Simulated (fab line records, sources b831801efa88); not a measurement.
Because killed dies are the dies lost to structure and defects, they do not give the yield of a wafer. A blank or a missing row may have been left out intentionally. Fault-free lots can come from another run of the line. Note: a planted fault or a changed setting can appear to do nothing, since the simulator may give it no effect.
fab line records	flow sky130
record lots=12	wafers=36	last_day=50
route steps=708 shown POLY_GATE@236 SD_N@345 LI_CONTACT@374
lots that met no fault: taken from a fault-free run of the same line
start_h: the number of hours between the record's first day and the start of the first shown wafer of the lot	wait_h: hours since the lot's step before	" identical to the entry in the row above	L1.1+2: one row covering several wafers at once	- no value, or no start was given	* or withheld: withheld	< > ~ a bound
route shown NAME@n: NAME is a module with steps in the file, n the number in the route of the first one	usual: average and standard deviation across the fault-free wafers	same: alike in all rows	chamber/n: place in a boat	sites: readings site by site	_std_site: their standard deviation	_edge_site: mean of outer sites minus mean of inner sites	radius_mm: how far each site lies from the wafer's centre	mask NAME#n: copy n	behind: the last tool/chamber to shape the wafer	hold: what put the lot on hold/how long, in hours/how the hold closed	device: names the non-switching transistor (n, p or np)	end of line: at the end of the route, the tests of the same wafers	a step given without rows: its recipe and nothing more	killed: dies that structure and defects cost at the first sort, which is not the same as the wafer's yield	map: per-die view of a wafer (x killed, . not killed, _ where there is no die)
set.NAME: the setting the step ran with; set.NAME@STEP: the setting that earlier step ran with	model.NAME: the simulator's own value behind a step, which no gauge read
steps of the route over a sample of lots; a table a step, a row a wafer
services: from which hour (start_h, from the record's first day; less than 0 if before it) a tool's chamber was out of use, for how many hours, and why
## steps
# step SKY_POLY_GATE_CD_MEAS_22
# usual cd_nm=151/3.1
lot.wafer	tool	chamber	start_h	wait_h	cd_nm
L181.2	cd_sem-01	-	373.26	0.1	151
L181.3	"	-	"	"	150
L181.6	"	-	"	"	152
L182.2	cd_sem-01	-	382.24	0.1	158
L182.4	"	-	"	"	155
L182.6	"	-	"	"	157
L184.2	cd_sem-01	-	401.03	0.1	148
L184.4	"	-	"	"	147
L184.5	"	-	"	"	146
L186.2	cd_sem-02	-	428.31	0.1	149
L186.5	"	-	"	"	148
L186.6	"	-	"	"	150
L188.1	cd_sem-01	-	444.58	0.1	152
L188.2	"	-	"	"	150
L188.3	"	-	"	"	157
L191.2	cd_sem-01	-	466.91	0.1	142
L191.3	"	-	"	"	147
L191.6	"	-	"	"	151
L193.3	cd_sem-01	-	487.85	0.1	151
L193.5	"	-	"	"	150
L193.6	"	-	"	"	149
L194.1	cd_sem-01	-	502.30	0.1	149
L194.3	"	-	"	"	148
L194.6	"	-	"	"	148
L198.2	cd_sem-02	-	541.68	0.1	149
L198.3	"	-	"	"	149
L198.6	"	-	"	"	151
L200.1	cd_sem-01	-	552.20	0.1	148
L200.4	"	-	"	"	149
L200.5	"	-	"	"	148
L203.1	cd_sem-01	-	566.16	0.1	149
L203.3	"	-	"	"	150
L203.6	"	-	"	"	150
L202.1	cd_sem-02	-	572.27	0.1	149
L202.5	"	-	"	"	151
L202.6	"	-	"	"	158
# step SKY_SD_N_SOFTBAKE_03
# recipe temp_c=90	time_s=60	resist=NOVOLAK
# usual heater_power_total_W=56.60/0.048	plate_temp_C=89.97/0.14
lot.wafer	tool	chamber	start_h	wait_h	heater_power_total_W	plate_temp_C
L181.2	litho_track-02	0	632.67	0.1	56.52	89.99
L181.3	"	0	"	"	56.66	90.17
L181.6	"	0	"	"	56.60	90.10
L182.2	litho_track-02	0	643.27	0.1	56.62	90.01
L182.4	"	0	"	"	56.56	89.93
L182.6	"	0	"	"	56.54	90.03
L184.2	litho_track-03	0	660.30	0.1	56.65	89.85
L184.4	"	0	"	"	56.60	90.13
L184.5	"	0	"	"	56.63	89.93
L186.2	litho_track-01	0	686.90	0.1	56.56	90.15
L186.5	"	0	"	"	56.59	89.86
L186.6	"	0	"	"	56.52	89.88
L188.1	litho_track-02	0	698.30	0.1	56.58	89.96
L188.2	"	0	"	"	56.56	89.90
L188.3	"	0	"	"	56.62	89.99
L191.2	litho_track-01	0	720.25	0.1	56.58	90.22
L191.3	"	0	"	"	56.59	90.20
L191.6	"	0	"	"	56.61	90.28
L193.3	litho_track-02	0	738.40	0.1	60.56	94.24
L193.5	"	0	"	"	60.50	94.39
L193.6	"	0	"	"	60.53	94.24
L194.1	litho_track-02	0	750.35	0.1	60.54	94.29
L194.3	"	0	"	"	60.57	94.10
L194.6	"	0	"	"	60.52	94.16
L198.2	litho_track-03	0	786.85	0.1	56.58	90.10
L198.3	"	0	"	"	56.54	89.96
L198.6	"	0	"	"	56.64	90.14
L200.1	litho_track-03	0	794.82	0.1	56.65	90.00
L200.4	"	0	"	"	56.58	90.09
L200.5	"	0	"	"	56.66	90.04
L203.1	litho_track-02	0	809.70	0.1	56.61	89.68
L203.3	"	0	"	"	56.59	89.89
L203.6	"	0	"	"	56.50	89.93
L202.1	litho_track-02	0	812.65	0.1	56.58	90.01
L202.5	"	0	"	"	56.64	90.18
L202.6	"	0	"	"	56.48	90.00
# step SKY_SD_N_STRIP_11
# recipe chemistry=O2/N2	power_w=1400	pressure_mtorr=1500	platen_temp_c=withheld	o2_flow_sccm=3000	n2_flow_sccm=300	overash_fraction=0.5
# usual drypump_motor_current_A=5.6/0.47	n2_flow_sccm=299.8/0.88	oes_product_au=0.528/0.0048	strip_time_to_endpoint_s=22.55/0.032
lot.wafer	tool	chamber	start_h	wait_h	drypump_motor_current_A	n2_flow_sccm	oes_product_au	rf_hours_counter_h	strip_time_to_endpoint_s
L181.2	plasma_asher-01	1	647.98	0.1	5.6	300.3	0.535	53	22.56
L181.3	"	0	"	"	6.2	301.0	0.535	-	22.53
L181.6	"	0	"	"	6.1	299.6	0.529	-	22.56
L182.2	plasma_asher-04	0	658.28	0.1	6.2	300.2	0.522	21	22.53
L182.4	"	0	"	"	6.2	301.3	0.531	-	22.55
L182.6	"	1	"	"	5.5	299.5	0.538	-	22.55
L184.2	plasma_asher-04	1	675.23	0.1	5.6	300.6	0.525	22	22.51
L184.4	"	0	"	"	6.1	298.8	0.524	-	22.55
L184.5	"	0	"	"	6.2	299.5	0.532	-	22.51
L186.2	plasma_asher-04	0	701.50	0.1	6.2	298.5	0.533	25	22.52
L186.5	"	0	"	"	6.2	299.5	0.535	-	22.52
L186.6	"	1	"	"	5.5	300.6	0.527	-	22.57
L188.1	plasma_asher-02	0	712.74	0.1	5.8	302.6	0.523	88	22.55
L188.2	"	1	"	"	4.8	301.9	0.523	88	22.53
L188.3	"	1	"	"	4.8	301.4	0.526	-	22.55
L191.2	plasma_asher-01	1	734.98	0.1	5.5	300.6	0.533	61	22.56
L191.3	"	0	"	"	6.2	299.8	0.523	-	22.55
L191.6	"	1	"	"	5.6	299.2	0.532	-	22.58
L193.3	plasma_asher-04	1	752.36	0.1	5.5	298.5	0.527	-	22.42
L193.5	"	0	"	"	6.1	300.0	0.529	-	22.40
L193.6	"	1	"	"	5.5	300.2	0.522	-	22.39
L194.1	plasma_asher-02	1	765.03	0.1	4.8	299.5	0.528	94	22.38
L194.3	"	0	"	"	5.8	299.8	0.527	-	22.39
L194.6	"	1	"	"	4.8	299.4	0.532	-	22.39
L198.2	plasma_asher-04	1	799.98	0.1	5.5	298.8	0.522	35	22.54
L198.3	"	0	"	"	6.2	299.0	0.529	-	22.53
L198.6	"	1	"	"	5.5	298.1	0.535	-	22.54
L200.1	plasma_asher-04	0	808.75	0.1	6.2	298.8	0.533	36	22.60
L200.4	"	1	"	"	5.5	299.3	0.528	-	22.59
L200.5	"	0	"	"	6.1	299.8	0.520	-	22.57
L203.1	plasma_asher-04	1	823.75	0.1	5.5	299.2	0.532	37	22.48
L203.3	"	0	"	"	6.2	300.1	0.524	-	22.43
L203.6	"	0	"	"	6.2	299.0	0.529	-	22.52
L202.1	plasma_asher-02	1	826.23	0.1	4.8	299.9	0.532	100	22.57
L202.5	"	1	"	"	4.8	300.2	0.528	-	22.58
L202.6	"	0	"	"	5.8	299.4	0.517	-	22.55
# step SKY_LI_CONTACT_CD_MEAS_12
# recipe target_cd_nm=170
# usual cd_nm=169.9/1.7
lot.wafer	tool	chamber	start_h	wait_h	cd_nm
L181.2	cd_sem-02	-	677.47	-	168.4
L181.3	"	-	"	"	169.4
L181.6	"	-	"	"	170.4
L182.2	cd_sem-02	-	688.22	-	169.2
L182.4	"	-	"	"	170.2
L182.6	"	-	"	"	171.4
L184.2	cd_sem-02	-	704.06	-	168.5
L184.4	"	-	"	"	169.3
L184.5	"	-	"	"	169.8
L186.2	cd_sem-02	-	730.59	-	169.8
L186.5	"	-	"	"	171.8
L186.6	"	-	"	"	171.5
L188.1	cd_sem-01	-	741.32	-	172.4
L188.2	"	-	"	"	171.2
L188.3	"	-	"	"	171.7
L191.2	cd_sem-02	-	762.74	-	170.5
L191.3	"	-	"	"	170.6
L191.6	"	-	"	"	168.9
L193.3	cd_sem-01	-	780.93	-	169.7
L193.5	"	-	"	"	170.8
L193.6	"	-	"	"	171.3
L194.1	cd_sem-02	-	792.99	-	170.3
L194.3	"	-	"	"	171.2
L194.6	"	-	"	"	169.5
L198.2	cd_sem-01	-	827.47	-	169.2
L198.3	"	-	"	"	170.9
L198.6	"	-	"	"	169.1
L200.1	cd_sem-02	-	836.45	-	170.8
L200.4	"	-	"	"	170.0
L200.5	"	-	"	"	170.5
L203.1	cd_sem-02	-	851.37	-	168.4
L203.3	"	-	"	"	170.7
L203.6	"	-	"	"	170.2
L202.1	cd_sem-01	-	853.90	-	168.4
L202.5	"	-	"	"	167.2
L202.6	"	-	"	"	167.5
# step SKY_LI_CONTACT_STRIP_16
# recipe chemistry=O2/N2	power_w=1400	pressure_mtorr=1500	platen_temp_c=withheld	o2_flow_sccm=3000	n2_flow_sccm=300	overash_fraction=0.5
# usual drypump_motor_current_A=5.80/0.3	n2_flow_sccm=300.0/0.9	oes_product_au=0.375/0.0049	strip_time_to_endpoint_s=3.48/0.04
lot.wafer	tool	chamber	start_h	wait_h	drypump_motor_current_A	n2_flow_sccm	oes_product_au	rf_hours_counter_h	strip_time_to_endpoint_s
L181.2	plasma_asher-01	0	677.73	-	6.10	300.3	0.372	56	3.52
L181.3	"	1	"	"	5.58	301.4	0.376	-	3.56
L181.6	"	1	"	"	5.57	299.9	0.371	-	3.45
L182.2	plasma_asher-03	0	688.48	-	5.98	300.3	0.371	96	3.51
L182.4	"	1	"	"	5.43	299.7	0.369	-	3.47
L182.6	"	1	"	"	5.46	300.1	0.369	-	3.50
L184.2	plasma_asher-04	0	704.32	-	6.17	300.6	0.373	26	3.47
L184.4	"	1	"	"	5.52	298.8	0.371	-	3.45
L184.5	"	0	"	"	6.16	301.0	0.375	-	3.46
L186.2	plasma_asher-03	1	730.85	-	5.40	299.4	0.381	101	3.55
L186.5	"	0	"	"	5.97	301.5	0.373	-	3.47
L186.6	"	1	"	"	5.42	300.3	0.379	-	3.43
L188.1	plasma_asher-04	1	741.60	-	5.52	300.6	0.366	29	3.40
L188.2	"	0	"	"	6.16	299.0	0.378	29	3.46
L188.3	"	1	"	"	5.54	299.3	0.371	-	3.46
L191.2	plasma_asher-01	0	763.00	-	6.10	301.6	0.369	64	3.51
L191.3	"	1	"	"	5.56	300.2	0.376	-	3.45
L191.6	"	0	"	"	6.08	300.0	0.370	-	3.47
L193.3	plasma_asher-03	0	781.21	-	5.99	299.0	0.370	-	3.54
L193.5	"	1	"	"	5.42	299.7	0.370	-	3.45
L193.6	"	0	"	"	5.97	299.8	0.375	-	3.54
L194.1	plasma_asher-01	1	793.27	-	5.55	300.8	0.374	67	3.40
L194.3	"	0	"	"	6.08	299.4	0.372	-	3.48
L194.6	"	0	"	"	6.10	299.4	0.364	-	3.40
L198.2	plasma_asher-04	1	827.73	-	5.51	300.0	0.371	38	3.45
L198.3	"	1	"	"	5.54	300.6	0.376	-	3.52
L198.6	"	1	"	"	5.55	299.2	0.372	-	3.49
L200.1	plasma_asher-03	0	836.73	-	5.99	299.8	0.366	9	3.48
L200.4	"	1	"	"	5.45	300.1	0.382	-	3.52
L200.5	"	0	"	"	5.96	299.8	0.384	-	3.47
L203.1	plasma_asher-03	1	851.65	-	5.38	300.0	0.379	11	3.51
L203.3	"	1	"	"	5.43	300.8	0.375	-	3.49
L203.6	"	1	"	"	5.43	300.6	0.372	-	3.46
L202.1	plasma_asher-04	0	854.18	-	6.18	300.1	0.373	40	3.48
L202.5	"	1	"	"	5.52	300.0	0.368	-	3.48
L202.6	"	0	"	"	6.17	300.4	0.376	-	3.49
## services
tool	chamber	start_h	hours	kind
plasma_asher-04	-	658.64	3.5	repair
plasma_asher-03	-	667.47	14.6	pm
plasma_asher-01	-	704.31	2.8	pm
plasma_asher-03	-	733.75	9.0	pm
plasma_asher-03	0	733.75	9.0	vent_cycle
plasma_asher-03	1	733.75	9.0	vent_cycle
plasma_asher-04	-	736.68	0.8	repair
plasma_asher-03	0	742.75	-	clean
plasma_asher-03	1	742.75	-	clean
plasma_asher-02	-	784.55	1.7	repair
plasma_asher-03	-	804.25	0.6	repair
## key
first_sign step=SKY_SD_N_SOFTBAKE_03	reading=heater_power_total_W	direction=up	sigmas=82	usual=*	struck=*
effect step=SKY_SD_N_SOFTBAKE_03	reading=plate_temp_C	direction=up	sigmas=30	usual=*	struck=*
effect step=SKY_SD_N_STRIP_11	reading=strip_time_to_endpoint_s	direction=down	sigmas=4.8	usual=*	struck=*
met_at SKY_SD_N_SOFTBAKE_03
struck_lots L193,L194
tester_left_out L193,L194
not_acting_at SKY_POLY_GATE_CD_MEAS_22,SKY_LI_CONTACT_CD_MEAS_12,SKY_LI_CONTACT_STRIP_16
onset_between 698.30 738.40
fault kind=process_parameter_drift	tool=litho_track-02	chamber=-	onset_h=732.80	steps=SKY_SD_N_SOFTBAKE_03	channel=temp_c	offset=*	shape=step	end_h=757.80	acts_in=*	stated=*
# tester_left_out: of these lots the tester's yield and bins aren't shown, on N5 and GAA mostly nor the transistor test; their killed dies are dies lost to structure and defects alone, not to doping, threshold or leakage, so they don't give the yield
